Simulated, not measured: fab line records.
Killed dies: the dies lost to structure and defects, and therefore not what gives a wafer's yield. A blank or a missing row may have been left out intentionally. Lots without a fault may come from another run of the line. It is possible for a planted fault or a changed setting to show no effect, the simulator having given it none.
Which tool was responsible?    flow sky130    14 lots, 42 wafers sampled, at 4 steps of a route of 708

== WHAT THE GAUGES READ, wafer by wafer ==
SKY_CAP2M_THK_MEAS_01. Usual: CAP2M_CVD_00_THK typically reads 15.49 nm, with standard deviation 0.2.
lot   measured      on             CAP2M_CVD_00_THK (nm)  flag
L985  day 39 10:23  film metro-02  15.62 15.56 15.90      
L986  day 39 23:56  film metro-02  15.27 15.52 15.29      
L987  day 40 02:57  film metro-04  15.21 15.59 15.64      
L989  day 40 23:47  film metro-01  15.21 15.64 15.63      
L990  day 41 03:52  film metro-02  15.69 15.88 15.72      
L101  day 44 12:26  film metro-01  15.42 15.52 15.63      
L103  day 44 18:32  film metro-04  15.15 15.15 15.41      
L102  day 44 21:20  film metro-02  15.27 15.70 15.93      
L104  day 44 23:29  film metro-02  15.50 15.50 15.32      
L105  day 45 11:31  film metro-01  15.43 15.66 15.62      
L106  day 45 12:18  film metro-04  15.41 15.44 15.66      
L107  day 46 02:31  film metro-04  15.27 15.60 15.66      

== WHAT TOOL EACH LOT RAN ON (gives the tool, then ch and the chambers of the sampled wafers, and finally the start) ==
lot   SKY_METAL3_DESCUM_15               SKY_VIA3_STRIP_16                     SKY_METAL4_SPUTTER_01
L985  rie metal-01 ch 0, day 38 05:43    plasma asher-03 ch 0,1, day 39 08:57  pvd sputter-02, day 39 10:14
L986  rie metal-04 ch 0,1, day 38 20:21  plasma asher-03 ch 0,1, day 39 22:30  pvd sputter-01, day 39 23:47
L987  rie metal-02 ch 0,1, day 38 22:57  plasma asher-03 ch 0,1, day 40 01:31  pvd sputter-02, day 40 02:48
L989  rie metal-01 ch 0,1, day 39 20:03  plasma asher-04 ch 0,1, day 40 22:21  pvd sputter-01, day 40 23:38
L990  rie metal-01 ch 0,1, day 40 00:28  plasma asher-01 ch 0,1, day 41 02:26  pvd sputter-01, day 41 03:41
L996  rie metal-04 ch 0,1, day 41 20:37  plasma asher-01 ch 0,1, day 42 22:20  -
L997  rie metal-02 ch 0,1, day 42 04:57  plasma asher-03 ch 0,1, day 43 06:14  -
L101  rie metal-04 ch 0,1, day 43 10:42  plasma asher-03 ch 0,1, day 44 10:57  pvd sputter-03, day 44 12:16
L103  rie metal-01 ch 0, day 43 16:41    plasma asher-01 ch 0,1, day 44 17:06  pvd sputter-02, day 44 18:23
L102  rie metal-04 ch 0,1, day 43 20:07  plasma asher-01 ch 0,1, day 44 19:52  pvd sputter-02, day 44 21:10
L104  rie metal-04 ch 0,1, day 43 22:29  plasma asher-01 ch 0,1, day 44 22:01  pvd sputter-01, day 44 23:19
L105  rie metal-01 ch 0,1, day 44 10:19  plasma asher-03 ch 0,1, day 45 09:56  pvd sputter-02, day 45 11:20
L106  rie metal-04 ch 0,1, day 44 11:28  plasma asher-01 ch 0,1, day 45 10:53  pvd sputter-02, day 45 12:08
L107  rie metal-01 ch 0,1, day 45 02:00  plasma asher-01 ch 0,1, day 46 01:04  pvd sputter-01, day 46 02:21
- SKY_METAL3_DESCUM_15: chemistry O2, time 8 s.
- SKY_VIA3_STRIP_16: strips in O2/N2.
- SKY_METAL4_SPUTTER_01: material TiN, target thk 20 nm, time 16.7 s.

== WHAT THE TOOLS THEMSELVES READ (means of the sampled wafers that have a number; where no wafer has one, the mark that the record gives instead) ==
SKY_METAL3_DESCUM_15. Usual: drypump motor current A 5.6 A, standard deviation 0.49; oes product au 1.002 a.u., standard deviation 0.0064.
lot   tool          drypump motor current A (A)  oes product au (a.u.)  flag
L985  rie metal-01  4.9                          1.005                  
L986  rie metal-04  5.5                          1.009                  
L987  rie metal-02  6.4                          1.006                  
L989  rie metal-01  5.1                          1.004                  
L990  rie metal-01  5.1                          1.006                  
L996  rie metal-04  5.5                          0.997                  
L997  rie metal-02  6.3                          1.000                  
L101  rie metal-04  5.5                          1.007                  
L103  rie metal-01  4.9                          1.001                  
L102  rie metal-04  5.6                          0.993                  
L104  rie metal-04  5.7                          0.997                  
L105  rie metal-01  5.1                          1.005                  
L106  rie metal-04  5.5                          1.001                  
L107  rie metal-01  5.4                          1.007                  

SKY_VIA3_STRIP_16. Usual: chamber pressure mTorr 1500.1 mTorr, standard deviation 1.4; drypump motor current A 5.6 A, standard deviation 0.3; oes product au 0.402 a.u., standard deviation 0.0047; strip time to endpoint s 4.126 s, standard deviation 0.019.
lot   tool             chamber pressure mTorr (mTorr)  drypump motor current A (A)  oes product au (a.u.)  strip time to endpoint s (s)  flag
L985  plasma asher-03  1501.1                          5.4                          0.406                  4.138                         
L986  plasma asher-03  1501.0                          5.6                          0.401                  4.149                         
L987  plasma asher-03  1499.9                          5.4                          0.399                  4.136                         
L989  plasma asher-04  1499.6                          5.9                          0.402                  4.103                         
L990  plasma asher-01  1499.6                          5.4                          0.407                  4.133                         
L996  plasma asher-01  -                               -                            -                      -                             OFF
L997  plasma asher-03  -                               -                            -                      -                             OFF
L101  plasma asher-03  1499.5                          5.4                          0.403                  4.136                         
L103  plasma asher-01  1499.6                          5.4                          0.403                  4.139                         
L102  plasma asher-01  1500.0                          5.4                          0.397                  4.116                         
L104  plasma asher-01  1500.5                          5.4                          0.397                  4.129                         
L105  plasma asher-03  1500.4                          5.4                          0.400                  4.125                         
L106  plasma asher-01  1499.8                          5.4                          0.404                  4.121                         
L107  plasma asher-01  1500.5                          5.4                          0.406                  4.131                         

SKY_METAL4_SPUTTER_01. Usual: throttle valve pct 30.0 %, standard deviation 1.5.
lot   tool            throttle valve pct (%)  flag
L985  pvd sputter-02  30.0                    
L986  pvd sputter-01  31.4                    
L987  pvd sputter-02  29.8                    
L989  pvd sputter-01  29.6                    
L990  pvd sputter-01  28.9                    
L101  pvd sputter-03  30.4                    
L103  pvd sputter-02  30.0                    
L102  pvd sputter-02  30.2                    
L104  pvd sputter-01  29.8                    
L105  pvd sputter-02  30.0                    
L106  pvd sputter-02  28.2                    
L107  pvd sputter-01  30.3                    

== THE ANSWER, worked out from the rows above alone ==
Rule: take the mean of a lot's wafers that have a number; if it is more than 3 standard deviations from the usual mean, the lot is off. Also off: a lot with no number at a reading for which 4 or more lots have one. The other lots that the step has rows for count as sound. First the gauges in route order, then the tools' own readings, where a lot's mean is used as printed above. The first step at which some lot is off is used, and at that step the reading that is off furthest; a lot without a number counts as furthest.
Off: L996, L997 (SKY_VIA3_STRIP_16, chamber pressure mTorr). Without a number there: L996, L997.
A tool fits if, at that step or a process step before it, it ran every lot that is off, and no sound lot after the first of them. None of those tried fits.

== WHAT WAS PUT IN BY THE SIMULATOR ==
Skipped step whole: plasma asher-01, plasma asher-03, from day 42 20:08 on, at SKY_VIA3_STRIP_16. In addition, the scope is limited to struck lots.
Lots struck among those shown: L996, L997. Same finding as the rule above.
